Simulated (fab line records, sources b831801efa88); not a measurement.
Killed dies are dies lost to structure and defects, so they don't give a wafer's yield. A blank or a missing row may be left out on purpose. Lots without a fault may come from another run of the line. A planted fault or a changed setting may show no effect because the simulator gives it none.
fab line records | flow sfq_line
record lots=7 wafers=19 last_day=91
route steps=325 shown R5@216 I5@228 C5@240 M6@251
lots that met no fault: from a run of the same line without faults
start_h: hours from the record's first day to the start of the lot's first wafer shown | wait_h: hours since the lot's step before | " the same as in the row above | L1.1+2: a row that stands for several wafers | - no value, or no start given | * or withheld: withheld | < > ~ a bound
route shown NAME@n: a module of which the file shows steps, and the number in the route of the first | usual: mean/standard deviation of fault-free wafers | same: alike in all rows | chamber/n: place in a boat | sites: the reading at each site | _std_site: their standard deviation | _edge_site: outer sites' mean less inner sites' | radius_mm: how far each site lies from the wafer's centre | mask NAME#n: copy n | behind: the tool/chamber that last shaped the wafer | hold: why the lot was held/for how many hours/how that ended | device: the transistor (n, p or np) that didn't switch | end of line: the same wafers' tests at the end of the route | a step without rows: its recipe alone | killed: dies lost to structure and defects at the first sort, not the wafer's yield | map: a wafer's dies, x killed, . not, _ none there
set.NAME: the setting as run; set.NAME@STEP: as run at that earlier step | model.NAME: the simulator's own value behind a step, which no gauge read
lots at some steps of the route; a table a step, a row a wafer
services: from which hour (start_h, from the record's first day; less than 0 if before it) a tool's chamber was out of use, for how many hours, and why
## steps
# step SFQ_R5_THK_MEAS_934
# recipe thk_meas_gauge=xrf reads=MoNx_of_TRILAYER_R5_DEP_SPUTTER_133
# usual R5_MONX_THK=40.0/0.6
# columns lot.wafer tool chamber start_h wait_h R5_MONX_THK[nm]
L818.2 film_metro-04 - 1432.87 0.1 40.1
L818.3 " - " " 39.9
L818.6 " - " " 39.7
L828.4 film_metro-04 - 1748.18 0.1 39.7
L828.5 " - " " 39.8
L828.6 " - " " 39.3
L829.4 film_metro-04 - 1750.58 0.1 40.2
L829.5 " - " " 39.9
L829.6 " - " " 40.2
L830.2 film_metro-03 - 1759.13 0.1 39.7
L830.3 " - " " 40.0
L830.6 " - " " 40.4
L831.4 film_metro-04 - 1762.15 0.1 40.0
L831.5 " - " " 40.3
L831.6 " - " " 40.1
L832.1 film_metro-03 - 1770.95 0.1 40.6
L832.4 " - " " 40.8
L835.3 film_metro-03 - 1795.44 0.1 39.6
L835.6 " - " " 39.8
# step SFQ_TRILAYER_R5_LITHO_COAT_141
# recipe resist=BARC spin_rpm=3000 resist_thk_nm=62
# step SFQ_TRILAYER_R5_LITHO_COAT_136
# recipe resist=KrF spin_rpm=3000 resist_thk_nm=600
# step SFQ_TRILAYER_R5_LITHO_SOFTBAKE_140
# recipe temp_c=withheld time_s=withheld resist=KrF
# step SFQ_TRILAYER_R5_LITHO_EXPOSE_137
# recipe mask_id=R5 na=0.6 source_shape=conventional sigma_outer=0.65 target_cd_nm=500 dose_mj=14.4
# step SFQ_TRILAYER_R5_LITHO_PEB_139
# recipe peb_temp_c=115 peb_time_s=60 resist=KrF
# step SFQ_TRILAYER_R5_LITHO_DEVELOP_138
# recipe time_s=60 resist=KrF
# step SFQ_R5_OVL_MEAS_935
# usual R5_OVL=0/5.5
# columns lot.wafer tool chamber start_h wait_h R5_OVL[nm]
L818.2 overlay-01 - 1536.07 0.1 5
L818.3 " - " " 3
L818.6 " - " " 3
L828.4 overlay-02 - 1753.60 0.1 6
L828.5 " - " " 0
L828.6 " - " " -1
L829.4 overlay-02 - 1757.20 0.1 -2
L829.5 " - " " -2
L829.6 " - " " -2
L830.2 overlay-02 - 1770.66 0.1 -4
L830.3 " - " " -8
L830.6 " - " " -9
L831.4 overlay-02 - 1777.87 0.1 -6
L831.5 " - " " -2
L831.6 " - " " -2
L832.1 overlay-02 - 1785.05 0.1 11
L832.4 " - " " 10
L835.3 overlay-02 - 1797.74 0.1 0
L835.6 " - " " 9
# step SFQ_TRILAYER_R5_BARC_OPEN_METAL_ETCH_177
# recipe mask_material=PR chemistry=O2 target_depth_nm=125 target=BARC icp_w=600 bias_w=80 pressure_mtorr=10 time_s=41.7
# step SFQ_TRILAYER_R5_ETCH_METAL_ETCH_139
# recipe stop_on=SiO2 mask_material=PR chemistry=Cl2 target_depth_nm=60 icp_w=600 bias_w=80 pressure_mtorr=10 time_s=40
# usual drypump_motor_current_A=5.6/0.47 oes_product_au=0.992/0.0048
# columns lot.wafer tool chamber start_h wait_h drypump_motor_current_A oes_product_au rf_hours_counter_h
L818.2 rie_metal-02 1 1536.16 0.0 6.4 0.991 23
L818.3 " 0 " " 5.3 0.988 -
L818.6 " 1 " " 6.4 0.993 -
L828.4 rie_metal-04 1 1753.70 0.0 5.2 0.999 -
L828.5 " 0 " " 5.3 0.987 -
L828.6 " 1 " " 5.2 0.988 -
L829.4 rie_metal-02 0 1757.30 0.0 5.3 0.995 -
L829.5 " 1 " " 6.4 0.985 -
L829.6 " 0 " " 5.3 0.992 -
L830.2 rie_metal-03 0 1770.75 0.0 5.5 0.992 84
L830.3 " 0 " " 5.5 0.995 -
L830.6 " 1 " " 5.8 0.997 -
L831.4 rie_metal-03 0 1777.97 0.0 5.5 0.991 -
L831.5 " 0 " " 5.5 0.993 -
L831.6 " 1 " " 5.8 0.993 -
L832.1 rie_metal-02 0 1785.15 0.0 5.3 1.001 99
L832.4 " 0 " " 5.3 0.990 -
L835.3 rie_metal-04 1 1797.85 0.0 5.2 0.995 -
L835.6 " 1 " " 5.2 0.983 -
# step SFQ_TRILAYER_R5_STRIP_STRIP_140
# recipe gas=O2 power_w=200 platen_temp_c=40 overash_fraction=0.65 chemistry=O2 pressure_mtorr=50
# step SFQ_TRILAYER_R5_STRIP_SOLV_CLEAN_141
# recipe chemistry=NMP temp_c=70 time_s=600
# step SFQ_TRILAYER_A5C_DEP_PECVD_142
# recipe material=SiO2 temp_c=150 time_s=15.556 pressure_torr=2.4 rf_w=183.3 precursor=SiH4/N2O target_thk_nm=70
# usual chamber_pressure_Torr=2.400/0.0052 heater_power_w=90/14 throttle_valve_pct=25.1/2
# columns lot.wafer tool chamber start_h wait_h chamber_pressure_Torr heater_power_w throttle_valve_pct model.SiO2_of_TRILAYER_A5C_DEP_PECVD_142.thk_nm
L818.2 pecvd-02 1 1537.00 0.0 2.395 91 25.6 69.68
L818.3 " 0 " " 2.406 85 24.9 70.13
L818.6 " 0 " " 2.395 84 25.0 70.73
L828.4 pecvd-02 2 1754.52 0.0 2.401 120 29.6 70.7
L828.5 " 1 " " 2.395 98 25.6 70.82
L828.6 " 0 " " 2.401 75 25.2 71.28
L829.4 pecvd-03 0 1758.14 0.0 2.398 96 26.7 70.66
L829.5 " 1 " " 2.399 97 24.2 72.11
L829.6 " 2 " " 2.390 70 23.5 70.91
L830.2 pecvd-03 2 1771.61 0.0 2.398 79 22.9 68.37
L830.3 " 0 " " 2.398 99 26.5 68.69
L830.6 " 2 " " 2.398 80 23.2 68.66
L831.4 pecvd-03 2 1778.79 0.0 2.398 74 23.3 71.09
L831.5 " 0 " " 2.398 98 26.8 70.75
L831.6 " 1 " " 2.395 83 24.1 43.31
L832.1 pecvd-03 1 1786.19 0.0 2.399 80 24.1 42.8
L832.4 " 1 " " 2.397 78 24.4 72.21
L835.3 pecvd-03 2 1798.66 0.0 2.396 71 23.3 70.04
L835.6 " 1 " " 2.408 84 24.0 41.64
# step SFQ_TRILAYER_I5_LITHO_COAT_149
# recipe resist=BARC spin_rpm=3000 resist_thk_nm=62
# step SFQ_TRILAYER_I5_LITHO_COAT_144
# recipe resist=KrF spin_rpm=3000 resist_thk_nm=650
# step SFQ_TRILAYER_I5_LITHO_SOFTBAKE_148
# recipe temp_c=withheld time_s=withheld resist=KrF
# step SFQ_TRILAYER_I5_LITHO_EXPOSE_145
# recipe mask_id=I5 na=0.6 source_shape=conventional sigma_outer=0.65 target_cd_nm=700 dose_mj=21.3
# step SFQ_TRILAYER_I5_LITHO_PEB_147
# recipe peb_temp_c=115 peb_time_s=60 resist=KrF
# step SFQ_TRILAYER_I5_LITHO_DEVELOP_146
# recipe time_s=60 resist=KrF
# step SFQ_I5_OVL_MEAS_936
# usual I5_OVL=2/5.9
# columns lot.wafer tool chamber start_h wait_h I5_OVL[nm]
L818.2 overlay-02 - 1645.42 0.1 3
L818.3 " - " " 1
L818.6 " - " " 2
L828.4 overlay-02 - 1768.27 0.1 4
L828.5 " - " " 5
L828.6 " - " " 3
L829.4 overlay-02 - 1769.47 0.1 13
L829.5 " - " " 7
L829.6 " - " " 6
L830.2 overlay-02 - 1856.55 0.1 1
L830.3 " - " " -4
L830.6 " - " " -3
L831.4 overlay-02 - 1866.16 0.1 -8
L831.5 " - " " -13
L831.6 " - " " -12
L832.1 overlay-02 - 1880.54 0.1 9
L832.4 " - " " 2
L835.3 overlay-02 - 1895.08 0.1 5
L835.6 " - " " 0
# step SFQ_TRILAYER_I5_BARC_OPEN_VIA_ETCH_200
# recipe mask_material=PR chemistry=O2 target_depth_nm=125 target=BARC source_w=500 bias_w=80 pressure_mtorr=30 time_s=41.7
# usual drypump_motor_current_A=5.3/0.35 oes_product_au=0.685/0.0045
# columns lot.wafer tool chamber start_h wait_h drypump_motor_current_A oes_product_au rf_hours_counter_h
L818.2 rie_diel-02 1 1645.45 0.0 4.9 0.677 0
L818.3 " 2 " " 5.0 0.687 16
L818.6 " 0 " " 5.6 0.684 -
L828.4 rie_diel-03 2 1768.31 0.0 5.7 0.685 -
L828.5 " 0 " " 5.5 0.684 -
L828.6 " 1 " " 5.6 0.686 -
L829.4 rie_diel-04 2 1769.49 0.0 4.9 0.675 7
L829.5 " 2 " " 4.9 0.695 -
L829.6 " 1 " " 5.9 0.690 -
L830.2 rie_diel-03 3 1856.58 0.0 5.3 0.688 1
L830.3 " 1 " " 5.6 0.688 21
L830.6 " 2 " " 5.7 0.677 -
L831.4 rie_diel-04 3 1866.20 0.0 5.5 0.683 -
L831.5 " 1 " " 5.9 0.695 -
L831.6 " 2 " " 4.9 0.680 -
L832.1 rie_diel-02 2 1880.58 0.0 5.0 0.682 19
L832.4 " 1 " " 4.9 0.690 -
L835.3 rie_diel-04 3 1895.10 0.0 5.4 0.684 14
L835.6 " 1 " " 5.9 0.685 -
# step SFQ_TRILAYER_I5_ETCH_VIA_ETCH_147
# recipe stop_on=Nb mask_material=PR chemistry=CHF3 target_depth_nm=360 source_w=500 bias_w=80 pressure_mtorr=30 time_s=withheld
# step SFQ_TRILAYER_I5_STRIP_STRIP_148
# recipe gas=O2 power_w=200 platen_temp_c=40 overash_fraction=0.65 chemistry=O2 pressure_mtorr=50
# usual drypump_motor_current_A=5.33/0.17 oes_product_au=1.003/0.0098
# columns lot.wafer tool chamber start_h wait_h drypump_motor_current_A oes_product_au rf_hours_counter_h
L818.2 rie_metal-03 0 1645.64 - 5.49 1.010 67
L818.3 " 0 " " 5.50 0.999 -
L818.6 " 1 " " 5.78 0.986 -
L828.4 rie_metal-01 0 1768.68 - 5.37 0.991 -
L828.5 " 1 " " 5.38 1.035 -
L828.6 " 0 " " 5.38 1.003 -
L829.4 rie_metal-04 0 1769.88 - 5.25 1.010 -
L829.5 " 1 " " 5.14 1.010 -
L829.6 " 0 " " 5.26 1.005 -
L830.2 rie_metal-01 1 1856.77 - 5.35 1.008 50
L830.3 " 1 " " 5.36 1.013 -
L830.6 " 1 " " 5.35 1.010 -
L831.4 rie_metal-01 0 1866.57 - 5.36 1.001 -
L831.5 " 1 " " 5.38 1.005 -
L831.6 " 0 " " 5.35 0.988 -
L832.1 rie_metal-01 0 1880.77 - 5.35 0.996 108
L832.4 " 0 " " 5.36 0.996 -
L835.3 rie_metal-04 1 1895.49 - 5.15 1.009 -
L835.6 " 1 " " 5.16 1.011 -
# step SFQ_TRILAYER_I5_STRIP_SOLV_CLEAN_149
# recipe chemistry=NMP temp_c=70 time_s=600
# step SFQ_TRILAYER_C5_LITHO_COAT_156
# recipe resist=BARC spin_rpm=3000 resist_thk_nm=62
# step SFQ_TRILAYER_C5_LITHO_COAT_151
# recipe resist=KrF spin_rpm=3000 resist_thk_nm=650
# step SFQ_TRILAYER_C5_LITHO_SOFTBAKE_155
# recipe temp_c=withheld time_s=withheld resist=KrF
# step SFQ_TRILAYER_C5_LITHO_EXPOSE_152
# recipe mask_id=C5 na=0.6 source_shape=conventional sigma_outer=0.65 target_cd_nm=500 dose_mj=21.3
# step SFQ_TRILAYER_C5_LITHO_PEB_154
# recipe peb_temp_c=115 peb_time_s=60 resist=KrF
# step SFQ_TRILAYER_C5_LITHO_DEVELOP_153
# recipe time_s=60 resist=KrF
# step SFQ_C5_OVL_MEAS_937
# usual C5_OVL=0/5.4
# columns lot.wafer tool chamber start_h wait_h C5_OVL[nm]
L818.2 overlay-01 - 1648.69 0.1 -7
L818.3 " - " " -4
L818.6 " - " " -9
L828.4 overlay-02 - 1782.67 0.1 -6
L828.5 " - " " 3
L828.6 " - " " 0
L829.4 overlay-02 - 1783.87 0.1 12
L829.5 " - " " 4
L829.6 " - " " 9
L830.2 overlay-02 - 1859.80 0.1 4
L830.3 " - " " 3
L830.6 " - " " 2
L831.4 overlay-01 - 1869.43 0.1 1
L831.5 " - " " 3
L831.6 " - " " -2
L832.1 overlay-02 - 1883.94 0.1 0
L832.4 " - " " -5
L835.3 overlay-02 - 1898.33 0.1 1
L835.6 " - " " 8
# step SFQ_TRILAYER_C5_BARC_OPEN_VIA_ETCH_210
# recipe mask_material=PR chemistry=O2 target_depth_nm=125 target=BARC source_w=500 bias_w=80 pressure_mtorr=30 time_s=41.7
# usual drypump_motor_current_A=5.4/0.38 oes_product_au=0.685/0.004
# columns lot.wafer tool chamber start_h wait_h drypump_motor_current_A oes_product_au rf_hours_counter_h
L818.2 rie_diel-01 3 1648.72 0.0 5.6 0.680 13
L818.3 " 0 " " 5.7 0.683 15
L818.6 " 2 " " 6.3 0.683 -
L828.4 rie_diel-03 3 1782.69 0.0 5.3 0.684 0
L828.5 " 0 " " 5.6 0.687 -
L828.6 " 1 " " 5.6 0.679 -
L829.4 rie_diel-02 0 1783.89 0.0 5.6 0.684 18
L829.5 " 0 " " 5.6 0.689 -
L829.6 " 1 " " 4.9 0.690 -
L830.2 rie_diel-02 3 1859.83 0.0 4.9 0.690 6
L830.3 " 1 " " 4.9 0.683 2
L830.6 " 1 " " 4.9 0.673 -
L831.4 rie_diel-03 3 1869.45 0.0 5.3 0.686 1
L831.5 " 0 " " 5.5 0.690 -
L831.6 " 1 " " 5.6 0.683 -
L832.1 rie_diel-03 0 1883.98 0.0 5.6 0.690 10
L832.4 " 3 " " 5.3 0.693 -
L835.3 rie_diel-03 2 1898.35 0.0 5.7 0.683 19
L835.6 " 2 " " 5.7 0.684 -
# step SFQ_TRILAYER_C5_ETCH_VIA_ETCH_154
# recipe target=SiO2 mask_material=PR chemistry=CHF3 target_depth_nm=84 source_w=500 bias_w=80 pressure_mtorr=30 time_s=withheld stop_on=Nb
# usual drypump_motor_current_A=5.4/0.38 oes_product_au=0.896/0.0077
# columns lot.wafer tool chamber start_h wait_h drypump_motor_current_A oes_product_au model.C5.feature_depth_nm model.etch.depth_nm
L818.2 rie_diel-01 3 1648.76 0.0 5.6 0.895 69.68 69.68
L818.3 " 0 " " 5.7 0.905 70.13 70.13
L818.6 " 2 " " 6.3 0.901 70.73 70.73
L828.4 rie_diel-03 3 1782.73 0.0 5.3 0.902 70.7 70.7
L828.5 " 0 " " 5.6 0.891 70.82 70.82
L828.6 " 1 " " 5.6 0.902 71.28 71.28
L829.4 rie_diel-02 0 1783.93 0.0 5.5 0.902 70.66 70.66
L829.5 " 0 " " 5.6 0.911 72.11 72.11
L829.6 " 1 " " 4.9 0.897 70.91 70.91
L830.2 rie_diel-02 3 1859.87 0.0 4.9 0.884 68.37 68.37
L830.3 " 1 " " 4.9 0.891 68.69 68.69
L830.6 " 1 " " 4.9 0.884 68.66 68.66
L831.4 rie_diel-03 3 1869.49 0.0 5.3 0.906 71.09 71.09
L831.5 " 0 " " 5.6 0.903 70.75 70.75
L831.6 " 1 " " 5.6 0.700 43.31 43.31
L832.1 rie_diel-03 0 1884.02 0.0 5.6 0.697 42.8 42.8
L832.4 " 3 " " 5.3 0.911 72.21 72.21
L835.3 rie_diel-03 2 1898.39 0.0 5.7 0.901 70.04 70.04
L835.6 " 2 " " 5.7 0.691 41.64 41.64
# step SFQ_TRILAYER_C5_STRIP_STRIP_155
# recipe gas=O2 power_w=200 platen_temp_c=40 overash_fraction=0.65 chemistry=O2 pressure_mtorr=50
# step SFQ_TRILAYER_C5_STRIP_SOLV_CLEAN_156
# recipe chemistry=NMP temp_c=70 time_s=600
# step SFQ_TRILAYER_M6_DEP_PRE_CLEAN_158
# recipe gas=Ar time_s=22.5 bias_v=250
# columns lot.wafer tool chamber start_h wait_h model.SiO2_of_TRILAYER_A5C_DEP_PECVD_142.thk_nm
L818.2 pvd_sputter-06 - 1649.58 0.0 62.18
L818.3 " - " " 62.63
L818.6 " - " " 63.23
L828.4 pvd_sputter-03 - 1783.76 0.0 63.2
L828.5 " - " " 63.32
L828.6 " - " " 63.78
L829.4 pvd_sputter-06 - 1784.75 0.0 63.16
L829.5 " - " " 64.61
L829.6 " - " " 63.41
L830.2 pvd_sputter-05 - 1860.69 0.0 60.87
L830.3 " - " " 61.19
L830.6 " - " " 61.16
L831.4 pvd_sputter-03 - 1870.32 0.0 63.59
L831.5 " - " " 63.25
L831.6 " - " " 35.81
L832.1 pvd_sputter-05 - 1884.84 0.0 35.3
L832.4 " - " " 64.71
L835.3 pvd_sputter-06 - 1899.21 0.0 62.54
L835.6 " - " " 34.14
# step SFQ_TRILAYER_M6_DEP_SPUTTER_157
# recipe material=Nb base_pressure_pa=1.33e-06 chamber_pressure_pa=0.1333 substrate_temp_c=20 target_thk_nm=200 power_w=2000 time_s=133.3
# usual throttle_valve_pct=30.6/1.1
# columns lot.wafer tool chamber start_h wait_h throttle_valve_pct
L818.2 pvd_sputter-06 - 1649.61 0.0 30.3
L818.3 " - " " 30.8
L818.6 " - " " 30.7
L828.4 pvd_sputter-03 - 1783.79 0.0 31.4
L828.5 " - " " 29.8
L828.6 " - " " 31.5
L829.4 pvd_sputter-06 - 1784.78 0.0 30.2
L829.5 " - " " 30.8
L829.6 " - " " 33.4
L830.2 pvd_sputter-05 - 1860.72 0.0 27.7
L830.3 " - " " 31.2
L830.6 " - " " 30.7
L831.4 pvd_sputter-03 - 1870.35 0.0 31.2
L831.5 " - " " 31.2
L831.6 " - " " 29.9
L832.1 pvd_sputter-05 - 1884.87 0.0 31.3
L832.4 " - " " 27.8
L835.3 pvd_sputter-06 - 1899.24 0.0 30.3
L835.6 " - " " 30.9
## services
# columns tool chamber start_h hours kind
rie_metal-01 - 1519.04 4.3 pm
rie_diel-02 0 1520.36 6.7 repair
pvd_sputter-05 - 1524.43 1.0 repair
pvd_sputter-06 - 1539.41 5.5 repair
rie_diel-03 - 1546.88 2.8 pm
rie_diel-02 - 1552.60 14.6 pm
rie_diel-03 1 1611.66 9.7 repair
pvd_sputter-06 - 1623.30 4.1 repair
rie_metal-01 0 1649.79 3.2 repair
pvd_sputter-03 - 1655.65 0.6 repair
pecvd-03 1 1681.15 3.4 repair
pvd_sputter-03 - 1685.11 5.3 repair
rie_metal-01 0 1704.13 36.8 repair
rie_diel-03 1 1710.62 4.7 repair
rie_diel-02 1 1746.07 10.6 repair
rie_diel-02 - 1765.66 0.4 repair
pvd_sputter-03 - 1790.22 3.4 repair
rie_diel-03 - 1810.53 0.3 repair
rie_diel-02 3 1821.16 8.9 repair
pecvd-03 - 1824.00 1.2 repair
rie_diel-02 1 1829.93 1.8 repair
rie_diel-02 2 1835.37 2.3 repair
pecvd-03 2 1876.25 4.2 repair
rie_diel-02 0 1877.48 3.1 repair
## key
first_sign step=SFQ_TRILAYER_C5_ETCH_VIA_ETCH_154 reading=oes_product_au direction=down sigmas=26 usual=0.896 struck=0.696
effect none on later readings
model_effect step=SFQ_TRILAYER_A5C_DEP_PECVD_142 value=SiO2_of_TRILAYER_A5C_DEP_PECVD_142.thk_nm without=71.08 struck=42.58
model_effect step=SFQ_TRILAYER_C5_ETCH_VIA_ETCH_154 value=C5.feature_depth_nm without=71.08 struck=42.58
model_effect step=SFQ_TRILAYER_M6_DEP_PRE_CLEAN_158 value=SiO2_of_TRILAYER_A5C_DEP_PECVD_142.thk_nm without=63.58 struck=35.08
met_at SFQ_TRILAYER_A5C_DEP_PECVD_142
struck_wafers L831.6,L832.1,L835.6
onset_between 1771.61 1778.79
fault kind=process_parameter_drift tool=pecvd-03 chamber=- onset_h=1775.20 steps=SFQ_TRILAYER_A5C_DEP_PECVD_142 channel=target_thk_nm offset=-28.426 shape=step end_h=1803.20 scope=struck_wafers_only acts_in=these_recipes_only stated=70
